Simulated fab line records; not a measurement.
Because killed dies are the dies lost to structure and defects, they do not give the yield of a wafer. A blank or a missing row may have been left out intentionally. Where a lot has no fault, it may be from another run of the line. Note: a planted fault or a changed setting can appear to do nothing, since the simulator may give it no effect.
2 desks, one fault / flow sky130 / only its own numbers are on each desk; what lay behind them is given at the end

TOOL OWNER'S DESK, hdpcvd-02
The tool's own readings at SKY_VIA3_HDPCVD_00 (deposits SiO2, target thk 1635 nm, time 272.5 s): means of the sampled wafers that have a number, for each lot that ran on this tool. Marked OUT: a lot whose mean sits more than 4 standard deviations from the usual mean, which makes it out of limits; the brackets give that distance.
Columns: A = run-length-s at SKY_VIA3_HDPCVD_00, usual 300.6 s
lot=L506; first seen here=day 38 19:10; A=300.2
lot=L514; first seen here=day 41 02:37; A=300.6
lot=L518; first seen here=day 42 09:40; A=242.4 (-95) OUT
Finding of this desk: L518 out of limits; the first was L518 at day 42 09:40, on run-length-s at SKY_VIA3_HDPCVD_00. L506, L514: within limits.

THE METROLOGY DESK
What the gauges read for every lot (on any tool): the sampled wafers with a number, averaged. Marked OUT: a lot whose mean sits more than 4 standard deviations from the usual mean, which makes it out of limits; the brackets give that distance.
Columns: A = cd-nm at SKY_METAL3_CD_MEAS_13, usual 299.8 nm; B = METAL3_OVL at SKY_METAL3_OVL_MEAS_14, usual 1 nm; C = VIA3_HDPCVD_THK at SKY_VIA3_THK_MEAS_01, usual 1629 nm
lot=L506; first seen here=day 38 18:05; A=301.1; B=1; C=1604
lot=L514; first seen here=day 41 01:23; A=298.7; B=2; C=1626
lot=L518; first seen here=day 42 08:32; A=297.3; B=4; C=1288 (-23) OUT
lot=L524; first seen here=day 44 02:31; A=301.0; B=5; C=1622
lot=L525; first seen here=day 44 04:35; A=297.8; B=-2; C=1637
This desk's finding: out of limits on L518; first on L518, day 42 09:51 (VIA3_HDPCVD_THK at SKY_VIA3_THK_MEAS_01). L506, L514, L524, L525: within limits.

ALL TOGETHER
At day 42 09:40, on L518, the tool owner's desk was in a position to raise an alarm.
An alarm was possible from the metrology desk at day 42 09:51, on L518.
All the named lots went through SKY_VIA3_HDPCVD_00 on hdpcvd-02.

WHAT WAS PUT IN BY THE SIMULATOR
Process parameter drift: hdpcvd-02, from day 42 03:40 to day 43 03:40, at SKY_VIA3_HDPCVD_00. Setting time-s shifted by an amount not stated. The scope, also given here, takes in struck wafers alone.
Lots struck among those shown: L518.
Fault start to first reading out of limits, in hours, per desk: tool owner, 6; metrology, 6.
